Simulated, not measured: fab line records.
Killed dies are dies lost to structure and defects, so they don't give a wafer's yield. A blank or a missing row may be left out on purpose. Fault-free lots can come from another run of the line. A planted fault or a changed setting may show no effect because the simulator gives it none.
2 desks, one fault	flow gf180mcu	what lay behind the numbers comes last; until then each desk has only its own

== FROM THE METROLOGY DESK ==
Means of the sampled wafers that have a number, per lot and without regard to the tool the lot ran on: this is what the gauges read. A lot is out of limits, marked OUT, if its mean lies more than 4 standard deviations from the usual mean; the brackets give that distance.
Columns: A = V4_OVL at GF_V4_OVL_MEAS_15, usual 1 nm; B = V4_W_RS at GF_V4_RS_MEAS_24, usual 0.333 ohm/sq; C = V4_W_THK at GF_V4_THK_MEAS_25, usual 339 nm
lot	first seen here	A	B	C
L719	day 24 16:52	-3	0.334	336
L725	day 26 14:37	-2	0.336	337
L736	day 30 00:40	-1	0.327	346
L738	day 30 13:44	-2	0.330	343
L740	day 31 13:00	-0	0.327	346
This desk found nothing out of limits on any of the 5 lots.

== THE TOOL OWNER'S DESK: pvd-sputter-03 ==
The tool's own readings at GF_MIM_SPUTTER_00 (material Ti, target thk 37.5 nm, time 150 s): means of the sampled wafers that have a number, for each lot that ran on this tool. A lot is out of limits, marked OUT, if its mean lies more than 4 standard deviations from the usual mean; the brackets give that distance.
Columns: A = throttle-valve-pct at GF_MIM_SPUTTER_00, usual 30.1 %
lot	first seen here	A
L719	day 24 18:21	29.9
L725	day 26 15:59	29.6
L738	day 30 15:08	30.8
L740	day 31 14:25	28.7
This desk found nothing out of limits on any of the 4 lots.

== BROUGHT TOGETHER ==
The metrology desk saw nothing out of limits.
Nothing out of limits was seen by the tool owner's desk.

== WHAT HAD BEEN PUT IN BY THE SIMULATOR ==
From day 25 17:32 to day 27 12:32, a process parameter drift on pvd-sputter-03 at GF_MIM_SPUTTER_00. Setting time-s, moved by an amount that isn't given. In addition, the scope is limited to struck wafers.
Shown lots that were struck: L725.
